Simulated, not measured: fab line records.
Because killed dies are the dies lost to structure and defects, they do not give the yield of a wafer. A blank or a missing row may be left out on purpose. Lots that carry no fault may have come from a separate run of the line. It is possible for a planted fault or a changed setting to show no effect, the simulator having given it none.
fab line records -- flow sfq_line
record: lots: 13, wafers: 39, last_day: 88
route steps=325 shown I2@103 I3@138 I4@176 M6@262
lots that met no fault: from a run of the same line without faults
start_h: start of the lot's first displayed wafer, in hours after the record's first day -- wait_h: hours from the lot's prior step to this one -- " unchanged from the row above -- L1.1+2: several wafers, shown together as one row -- - no value, or no start was given -- * or withheld: withheld -- < > ~ a bound
route shown NAME@n: NAME is a module with steps in the file, n the number in the route of the first one -- usual: the fault-free wafers' mean and standard deviation -- same: alike in all rows -- chamber/n: place in a boat -- sites: readings site by site -- _std_site: the standard deviation of these -- _edge_site: mean of outer sites minus mean of inner sites -- radius_mm: how far each site lies from the wafer's centre -- mask NAME#n: copy n -- behind: the last tool/chamber to shape the wafer -- hold: why the lot went on hold/how many hours it stayed there/how the hold came to an end -- device: names the non-switching transistor (n, p or np) -- end of line: the same wafers' tests at the end of the route -- where a step has no rows: the recipe by itself -- killed: not the wafer's yield, but the dies lost to structure and defects at the first sort -- map: the dies of a wafer, with x for killed, . for not killed, _ for no die there
set.NAME: the setting that was run; set.NAME@STEP: the one run at that earlier step -- model.NAME: the simulator's own value behind a step, which no gauge read
route steps across a sampled set of lots; one table per step, one row per wafer
services: a tool's chamber out of use, with start hour (start_h, from the record's first day; less than 0 if before it), hours out, and reason
== steps ==
step: SFQ_TRILAYER_I2_DEP_PECVD_063
recipe: material: SiO2, temp_c: 150, time_s: 111.11, pressure_torr: 2.4, rf_w: 183.3, precursor: SiH4/N2O, target_thk_nm: 500
usual: heater_power_w: 90/10, throttle_valve_pct: 24.9/1.6
lot.wafer,tool,chamber,start_h,wait_h,heater_power_w,throttle_valve_pct
L868.1,pecvd-02,0,378.43,0.0,86,25.2
L868.2,pecvd-02,1,378.43,0.0,92,24.7
L868.6,pecvd-02,1,378.43,0.0,95,24.7
L869.1,pecvd-04,2,385.61,0.0,98,26.6
L869.4,pecvd-04,1,385.61,0.0,89,25.6
L869.5,pecvd-04,0,385.61,0.0,93,26.1
L870.1,pecvd-01,2,392.81,0.0,85,22.4
L870.4,pecvd-01,0,392.81,0.0,100,23.2
L870.6,pecvd-01,1,392.81,0.0,75,23.0
L871.1,pecvd-02,1,398.81,0.0,98,25.0
L871.5,pecvd-02,1,398.81,0.0,97,25.0
L871.6,pecvd-02,0,398.81,0.0,93,25.1
L872.3,pecvd-01,2,407.59,0.0,74,22.6
L872.4,pecvd-01,0,407.59,0.0,91,23.2
L872.6,pecvd-01,2,407.59,0.0,78,23.0
L873.1,pecvd-01,2,424.60,0.0,71,22.7
L873.3,pecvd-01,0,424.60,0.0,102,23.1
L873.4,pecvd-01,2,424.60,0.0,78,22.6
L874.1,pecvd-01,0,436.39,0.0,111,23.1
L874.2,pecvd-01,2,436.39,0.0,89,22.7
L874.4,pecvd-01,2,436.39,0.0,72,22.6
L875.4,pecvd-04,2,443.63,0.0,103,27.1
L875.5,pecvd-04,1,443.63,0.0,104,25.5
L875.6,pecvd-04,0,443.63,0.0,94,26.2
L876.2,pecvd-04,1,451.99,0.0,102,25.5
L876.3,pecvd-04,2,451.99,0.0,105,27.0
L876.4,pecvd-04,2,451.99,0.0,90,26.7
L881.1,pecvd-02,2,514.08,0.0,97,27.1
L881.2,pecvd-02,0,514.08,0.0,94,25.3
L881.4,pecvd-02,1,514.08,0.0,91,25.0
L884.2,pecvd-02,0,555.20,0.0,79,25.3
L884.3,pecvd-02,2,555.20,0.0,101,27.2
L884.5,pecvd-02,1,555.20,0.0,97,24.8
L885.1,pecvd-04,0,568.42,0.0,87,26.2
L885.4,pecvd-04,2,568.42,0.0,103,27.1
L885.5,pecvd-04,1,568.42,0.0,86,25.8
L890.1,pecvd-02,2,611.60,0.0,90,24.1
L890.3,pecvd-02,1,611.60,0.0,97,22.5
L890.4,pecvd-02,0,611.60,0.0,86,24.3
step: SFQ_TRILAYER_I3_VIA_LITHO_COAT_085
recipe: resist: KrF, spin_rpm: 3000, resist_thk_nm: 650
usual: spin_speed_rpm: 3000.2/2
lot.wafer,tool,chamber,start_h,wait_h,spin_speed_rpm
L868.1,litho_track-02,0,693.38,0.2,3003.0
L868.2,litho_track-02,0,693.38,0.2,3004.3
L868.6,litho_track-02,0,693.38,0.2,3001.5
L869.1,litho_track-02,0,703.23,0.2,2998.8
L869.4,litho_track-02,0,703.23,0.2,3001.6
L869.5,litho_track-02,0,703.23,0.2,2999.0
L870.1,litho_track-03,0,716.47,0.2,2998.4
L870.4,litho_track-03,0,716.47,0.2,2994.2
L870.6,litho_track-03,0,716.47,0.2,2999.7
L871.1,litho_track-02,0,725.47,0.2,2999.8
L871.5,litho_track-02,0,725.47,0.2,3000.9
L871.6,litho_track-02,0,725.47,0.2,3001.0
L872.3,litho_track-02,0,732.48,0.2,3003.0
L872.4,litho_track-02,0,732.48,0.2,2997.8
L872.6,litho_track-02,0,732.48,0.2,3003.0
L873.1,litho_track-02,0,759.65,0.2,2999.3
L873.3,litho_track-02,0,759.65,0.2,2999.0
L873.4,litho_track-02,0,759.65,0.2,3001.4
L874.1,litho_track-02,0,768.38,0.2,2998.5
L874.2,litho_track-02,0,768.38,0.2,3000.0
L874.4,litho_track-02,0,768.38,0.2,2998.4
L875.4,litho_track-02,0,786.80,0.2,2998.9
L875.5,litho_track-02,0,786.80,0.2,2999.9
L875.6,litho_track-02,0,786.80,0.2,3000.8
L876.2,litho_track-04,0,801.70,0.2,3002.1
L876.3,litho_track-04,0,801.70,0.2,3001.6
L876.4,litho_track-04,0,801.70,0.2,3000.9
L881.1,litho_track-04,0,837.14,0.2,2803.0
L881.2,litho_track-04,0,837.14,0.2,2804.1
L881.4,litho_track-04,0,837.14,0.2,2802.4
L884.2,litho_track-04,0,860.17,0.2,2804.9
L884.3,litho_track-04,0,860.17,0.2,2804.1
L884.5,litho_track-04,0,860.17,0.2,2806.8
L885.1,litho_track-03,0,873.28,0.2,2999.2
L885.4,litho_track-03,0,873.28,0.2,2995.8
L885.5,litho_track-03,0,873.28,0.2,3000.8
L890.1,litho_track-02,0,912.69,0.2,3001.5
L890.3,litho_track-02,0,912.69,0.2,2999.2
L890.4,litho_track-02,0,912.69,0.2,3000.7
step: SFQ_TRILAYER_I4_VIA_STRIP_STRIP_107
recipe: gas: O2, power_w: 200, platen_temp_c: 40, overash_fraction: 0.65, chemistry: O2, pressure_mtorr: 50
usual: chamber_pressure_mTorr: 50.00/0.045, drypump_motor_current_A: 5.52/0.28, he_backside_leak_sccm: 3.53/0.23, oes_product_au: 1.001/0.0078
lot.wafer,tool,chamber,start_h,wait_h,chamber_pressure_mTorr,drypump_motor_current_A,he_backside_leak_sccm,oes_product_au,rf_hours_counter_h
L868.1,rie_metal-03,0,866.81,-,50.02,5.20,3.31,1.011,52
L868.2,rie_metal-03,1,866.81,-,50.01,5.80,3.49,1.020,138
L868.6,rie_metal-03,0,866.81,-,49.97,5.15,3.41,1.007,-
L869.1,rie_metal-03,1,1016.17,-,50.14,5.81,3.38,1.003,2
L869.4,rie_metal-03,0,1016.17,-,49.93,5.19,3.50,1.014,-
L869.5,rie_metal-03,0,1016.17,-,50.02,5.13,3.54,1.011,-
L870.1,rie_metal-02,1,1018.57,-,49.99,5.83,3.21,1.002,15
L870.4,rie_metal-02,0,1018.57,-,50.01,5.21,3.59,1.003,-
L870.6,rie_metal-02,1,1018.57,-,50.00,5.81,3.21,0.997,-
L871.1,rie_metal-04,0,1019.77,-,50.08,5.61,3.45,1.000,112
L871.5,rie_metal-04,0,1019.77,-,49.97,5.59,3.53,1.000,-
L871.6,rie_metal-04,1,1019.77,-,50.06,5.56,3.65,0.982,-
L872.3,rie_metal-02,1,1021.17,-,49.96,5.83,3.31,0.998,-
L872.4,rie_metal-02,0,1021.17,-,50.05,5.23,3.50,1.006,-
L872.6,rie_metal-02,0,1021.17,-,49.91,5.21,3.54,1.004,-
L873.1,rie_metal-04,1,1058.74,-,49.97,5.58,4.16,0.999,42
L873.3,rie_metal-04,1,1058.74,-,50.01,5.56,4.09,0.990,-
L873.4,rie_metal-04,0,1058.74,-,49.92,5.60,3.71,1.011,-
L874.1,rie_metal-04,0,1206.92,-,49.97,5.61,3.33,1.001,135
L874.2,rie_metal-04,1,1206.92,-,49.91,5.55,3.40,0.997,61
L874.4,rie_metal-04,0,1206.92,-,49.97,5.56,3.36,1.002,-
L875.4,rie_metal-02,0,1233.25,-,50.04,5.22,3.80,0.997,-
L875.5,rie_metal-02,0,1233.25,-,49.97,5.19,3.68,0.996,-
L875.6,rie_metal-02,1,1233.25,-,50.06,5.82,3.31,1.005,-
L876.2,rie_metal-03,0,1240.25,-,50.04,5.17,3.59,1.013,98
L876.3,rie_metal-03,0,1240.25,-,50.09,5.14,3.29,1.008,-
L876.4,rie_metal-03,1,1240.25,-,50.01,5.77,3.42,1.001,-
L881.1,rie_metal-02,1,1279.90,-,50.00,5.81,3.35,1.003,47
L881.2,rie_metal-02,0,1279.90,-,50.03,5.21,3.86,0.991,67
L881.4,rie_metal-02,0,1279.90,-,50.01,5.19,3.75,0.987,-
L884.2,rie_metal-02,0,1308.62,-,50.02,5.24,3.73,1.010,71
L884.3,rie_metal-02,1,1308.62,-,49.97,5.82,3.38,0.993,-
L884.5,rie_metal-02,1,1308.62,-,49.93,5.82,3.41,0.990,-
L885.1,rie_metal-02,1,1335.01,-,50.05,5.83,3.39,0.999,55
L885.4,rie_metal-02,1,1335.01,-,49.97,5.81,3.34,1.001,-
L885.5,rie_metal-02,0,1335.01,-,49.95,5.21,3.93,1.014,-
L890.1,rie_metal-02,1,1371.75,-,50.02,5.81,3.44,0.992,60
L890.3,rie_metal-02,0,1371.75,-,50.04,5.20,3.70,1.000,-
L890.4,rie_metal-02,1,1371.75,-,49.91,5.82,3.40,0.994,-
step: SFQ_TRILAYER_M6_BARC_OPEN_METAL_ETCH_206
recipe: mask_material: PR, chemistry: O2, target_depth_nm: 125, target: BARC, icp_w: 600, bias_w: 80, pressure_mtorr: 10, time_s: 41.7
usual: chamber_pressure_mTorr: 10.000/0.008, drypump_motor_current_A: 5.49/0.27, he_backside_leak_sccm: 3.5/0.49, oes_product_au: 0.685/0.0049
lot.wafer,tool,chamber,start_h,wait_h,chamber_pressure_mTorr,drypump_motor_current_A,he_backside_leak_sccm,oes_product_au,rf_hours_counter_h
L868.1,rie_metal-01,0,1596.23,0.0,10.006,5.39,3.3,0.681,7
L868.2,rie_metal-01,1,1596.23,0.0,9.988,5.60,3.9,0.683,95
L868.6,rie_metal-01,1,1596.23,0.0,10.013,5.62,3.6,0.682,-
L869.1,rie_metal-02,0,1599.83,0.0,10.000,5.22,3.8,0.685,104
L869.4,rie_metal-02,1,1599.83,0.0,9.980,5.83,3.3,0.678,-
L869.5,rie_metal-02,1,1599.83,0.0,10.002,5.83,3.3,0.675,-
L870.1,rie_metal-02,1,1603.43,0.0,9.991,5.82,3.3,0.680,88
L870.4,rie_metal-02,1,1603.43,0.0,10.007,5.84,3.4,0.690,-
L870.6,rie_metal-02,1,1603.43,0.0,10.008,5.83,3.3,0.679,-
L871.1,rie_metal-01,1,1609.43,0.0,10.007,5.57,3.4,0.679,97
L871.5,rie_metal-01,0,1609.43,0.0,10.003,5.38,3.3,0.691,-
L871.6,rie_metal-01,1,1609.43,0.0,9.993,5.59,3.4,0.686,-
L872.3,rie_metal-01,0,1613.28,0.0,9.995,5.39,3.4,0.686,-
L872.4,rie_metal-01,1,1613.28,0.0,9.994,5.61,3.5,0.684,-
L872.6,rie_metal-01,0,1613.28,0.0,10.001,5.37,3.3,0.682,-
L873.1,rie_metal-01,0,1616.85,0.0,10.003,5.37,3.4,0.687,10
L873.3,rie_metal-01,0,1616.85,0.0,10.008,5.40,3.3,0.696,-
L873.4,rie_metal-01,1,1616.85,0.0,10.010,5.57,4.1,0.682,-
L874.1,rie_metal-02,0,1625.25,0.0,10.005,5.23,3.7,0.681,108
L874.2,rie_metal-02,1,1625.25,0.0,9.992,5.83,3.4,0.674,91
L874.4,rie_metal-02,0,1625.25,0.0,10.003,5.21,3.9,0.683,-
L875.4,rie_metal-02,0,1676.82,0.0,9.998,5.20,3.8,0.694,-
L875.5,rie_metal-02,1,1676.82,0.0,9.981,5.81,3.4,0.686,-
L875.6,rie_metal-02,0,1676.82,0.0,10.002,5.22,3.9,0.686,-
L876.2,rie_metal-02,0,1684.00,0.0,10.011,5.20,4.1,0.680,117
L876.3,rie_metal-02,1,1684.00,0.0,9.999,5.80,3.5,0.688,-
L876.4,rie_metal-02,0,1684.00,0.0,10.001,5.22,4.0,0.681,-
L881.1,rie_metal-02,0,1826.58,0.0,9.985,5.21,3.0,0.685,11
L881.2,rie_metal-02,0,1826.58,0.0,10.001,5.21,3.1,0.698,-
L881.4,rie_metal-02,0,1826.58,0.0,10.000,5.21,3.0,0.689,-
L884.2,rie_metal-03,1,1850.83,0.0,10.003,5.82,3.4,0.691,104
L884.3,rie_metal-03,1,1850.83,0.0,10.024,5.79,3.5,0.681,-
L884.5,rie_metal-03,1,1850.83,0.0,9.996,5.79,3.4,0.687,-
L885.1,rie_metal-02,0,1878.14,0.0,10.001,5.21,3.1,0.687,20
L885.4,rie_metal-02,1,1878.14,0.0,9.989,5.81,3.3,0.683,-
L885.5,rie_metal-02,0,1878.14,0.0,9.991,5.22,3.1,0.681,-
L890.1,rie_metal-01,1,1910.99,0.0,9.993,5.63,3.7,0.694,16
L890.3,rie_metal-01,1,1910.99,0.0,10.003,5.62,3.4,0.685,-
L890.4,rie_metal-01,0,1910.99,0.0,9.994,5.40,3.4,0.692,-
== services ==
tool,chamber,start_h,hours,kind
rie_metal-02,-,367.95,0.2,repair
rie_metal-02,-,446.38,1.4,pm
rie_metal-02,-,477.06,2.8,pm
rie_metal-02,-,492.57,2.2,repair
pecvd-02,2,520.87,3.4,repair
pecvd-02,-,536.72,0.7,repair
pecvd-02,1,538.34,16.5,repair
rie_metal-01,1,549.42,3.4,repair
pecvd-02,-,563.75,14.0,pm
rie_metal-02,-,580.08,14.6,pm
pecvd-02,-,589.78,2.8,pm
rie_metal-01,0,638.84,27.9,repair
rie_metal-01,0,760.54,50.6,repair
pecvd-02,1,797.75,10.4,repair
rie_metal-02,0,821.26,1.5,repair
rie_metal-02,0,937.10,4.1,repair
rie_metal-02,-,999.87,0.5,repair
rie_metal-02,1,1075.55,18.5,repair
rie_metal-02,-,1104.99,5.5,repair
rie_metal-02,-,1298.99,0.2,repair
rie_metal-02,0,1361.22,2.4,repair
rie_metal-02,1,1387.53,2.1,repair
rie_metal-02,0,1476.11,10.8,repair
rie_metal-02,-,1576.83,2.8,pm
== key ==
first_sign: step: SFQ_TRILAYER_I3_VIA_LITHO_COAT_085, reading: spin_speed_rpm, direction: down, sigmas: 97, usual: 3000.2, struck: 2804.2
effect none on later readings
met_at SFQ_TRILAYER_I3_VIA_LITHO_COAT_085
struck_lots L881,L884
not_acting_at SFQ_TRILAYER_I2_DEP_PECVD_063,SFQ_TRILAYER_I4_VIA_STRIP_STRIP_107,SFQ_TRILAYER_M6_BARC_OPEN_METAL_ETCH_206
onset_between 801.70 837.14
fault: kind: process_parameter_drift, tool: litho_track-04, chamber: -, onset_h: 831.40, steps: SFQ_TRILAYER_I3_VIA_LITHO_COAT_085, channel: spin_rpm, offset: -196.25, shape: step, end_h: 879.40, acts_in: these_recipes_only, stated: 3000
